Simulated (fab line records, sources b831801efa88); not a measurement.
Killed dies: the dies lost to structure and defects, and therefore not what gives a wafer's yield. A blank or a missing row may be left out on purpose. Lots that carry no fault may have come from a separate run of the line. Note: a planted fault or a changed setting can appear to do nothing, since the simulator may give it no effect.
Split-lot trial + flow sfq-line + on a route of 325 steps: 5 lots, 23 wafers read

## THE SPLIT ITSELF
At SFQ_TRILAYER_M1_LITHO_EXPOSE_040 (exposes mask M1, target cd 500 nm), the setting dose-mj was moved away from the recipe's 14.4 on 8 of the 23 wafers read, by +4.6% to +6.2%. For the rest of the wafers, this setting stayed at what the recipe calls for.

## FROM THE SPLIT TO THE READING: what the file shows between them, 3 steps
- SFQ_TRILAYER_M1_LITHO_PEB_042: peb time 60 s
- SFQ_TRILAYER_M1_LITHO_DEVELOP_041: time 60 s
- SFQ_TRILAYER_M1_BARC_OPEN_METAL_ETCH_054: etches BARC in O2, target depth 125 nm, time 41.7 s

## THE READING
M1.cd-nm (the simulator's own value, which no gauge read), in nm, at SFQ_TRILAYER_M1_ETCH_METAL_ETCH_042 (etches Nb in Cl2/Ar, stops on SiO2, target depth 240 nm, time 120 s). No usual value for it is given in the file. Average 499.2 nm, standard deviation 1.9 nm, over the 15 wafers here run with the recipe.

| wafer  | tool, chamber at the split | dose-mj as run | against the recipe | M1.cd-nm, nm | against lot-mates on the recipe |
|--------|----------------------------|----------------|--------------------|--------------|---------------------------------|
| L074.1 | krf-scanner-02, 0          | 15.06          | +4.6%              | 492.4        | -8.2                            |
| L074.2 | krf-scanner-02, 0          | 15.06          | +4.6%              | 495.3        | -5.3                            |
| L074.3 | krf-scanner-02, 0          | 15.06          | +4.6%              | 492.1        | -8.5                            |
| L074.4 | krf-scanner-02, 0          | 14.4           | recipe             | 501.3        | -                               |
| L074.5 | krf-scanner-02, 0          | 14.4           | recipe             | 500          | -                               |
| L075.1 | krf-scanner-01, 0          | 14.4           | recipe             | 498.5        | -                               |
| L075.2 | krf-scanner-01, 0          | 14.4           | recipe             | 497.3        | -                               |
| L075.3 | krf-scanner-01, 0          | 14.4           | recipe             | 498.4        | -                               |
| L075.4 | krf-scanner-01, 0          | 14.4           | recipe             | 497.9        | -                               |
| L075.6 | krf-scanner-01, 0          | 14.4           | recipe             | 497.9        | -                               |
| L076.3 | krf-scanner-01, 0          | 14.4           | recipe             | 498.8        | -                               |
| L076.4 | krf-scanner-01, 0          | 14.4           | recipe             | 500.7        | -                               |
| L076.6 | krf-scanner-01, 0          | 14.4           | recipe             | 499.7        | -                               |
| L081.1 | krf-scanner-02, 0          | 14.4           | recipe             | 495.3        | -                               |
| L081.2 | krf-scanner-02, 0          | 14.4           | recipe             | 498          | -                               |
| L081.3 | krf-scanner-02, 0          | 15.3           | +6.2%              | 489          | -7.6                            |
| L081.4 | krf-scanner-02, 0          | 15.3           | +6.2%              | 489          | -7.6                            |
| L081.6 | krf-scanner-02, 0          | 15.3           | +6.2%              | 489.6        | -7.0                            |
| L084.1 | krf-scanner-02, 0          | 15.13          | +5.1%              | 492          | -9.6                            |
| L084.2 | krf-scanner-02, 0          | 14.4           | recipe             | 503.7        | -                               |
| L084.3 | krf-scanner-02, 0          | 14.4           | recipe             | 501          | -                               |
| L084.4 | krf-scanner-02, 0          | 15.13          | +5.1%              | 495.2        | -6.4                            |
| L084.5 | krf-scanner-02, 0          | 14.4           | recipe             | 500.2        | -                               |

THE FIT
A straight line over all 23 wafers: M1.cd-nm changes by -1.43 nm for each +1% of dose-mj; r = -0.89; the points scatter about the line by 1.9 nm.
The same after taking each lot's own level away (the mean of its wafers on the recipe; 23 wafers): -1.38 nm for each +1%; r = -0.94; scatter 1.3 nm.
On that fit, the largest move of dose-mj shifts the reading by 8.6 nm.
The lots' own levels span 496.65 to 501.63 nm, that is 2.6 times the standard deviation above.
Hence the lot-to-lot level has little effect on the slope; both slopes agree.
Check: for one of the wafers moved furthest among these (+6.2%), held out of the fit, the line's prediction against its lot-mates is -8.91 nm. Against them it came out at -7.65 nm.

## THE OTHER SPLITS THESE WAFERS WENT THROUGH
Other splits were also applied to these wafers ahead of the reading. Each is held against what the fit with the lots' levels taken away leaves over:
| other split on the same wafers                    | wafers away from the commonest value | r with M1.cd-nm (lot level and that fit taken away) |
|---------------------------------------------------|--------------------------------------|-----------------------------------------------------|
| SFQ_TRILAYER_INCOMING_OXIDATION_002 ox-time-s     | 15                                   | +0.12                                               |
| SFQ_TRILAYER_L0_LITHO_COAT_010 resist-thk-nm      | 10                                   | -0.08                                               |
| SFQ_TRILAYER_L0_VIA_LITHO_COAT_013 spin-rpm       | 11                                   | -0.35                                               |
| SFQ_TRILAYER_M0_LITHO_COAT_026 spin-rpm           | 4                                    | +0.07                                               |
| SFQ_TRILAYER_I0_VIA_LITHO_PEB_034 peb-time-s      | 8                                    | -0.17                                               |
| SFQ_TRILAYER_I0_VIA_BARC_OPEN_VIA_ETCH_046 time-s | 7                                    | +0.15                                               |

## THE WHOLE CHAIN: every reading that the file lists as answering this split, in the file's order
| step                                     | what it does                                                        | reading                                                   | change (the file's fit)              | r (the file's) |
|------------------------------------------|---------------------------------------------------------------------|-----------------------------------------------------------|--------------------------------------|----------------|
| SFQ_TRILAYER_M1_BARC_OPEN_METAL_ETCH_054 | etches BARC in O2, target depth 125 nm, time 41.7 s                 | M1.cd-nm (the simulator's own value, which no gauge read) | -1.48 nm for each +1% of the setting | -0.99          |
| SFQ_TRILAYER_M1_ETCH_METAL_ETCH_042      | etches Nb in Cl2/Ar, stops on SiO2, target depth 240 nm, time 120 s | M1.cd-nm (the simulator's own value, which no gauge read) | -1.42 nm for each +1% of the setting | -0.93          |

## THE FILE'S OWN FIT
M1.cd-nm changes by -1.42 nm for each +1% of dose-mj, r = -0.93.
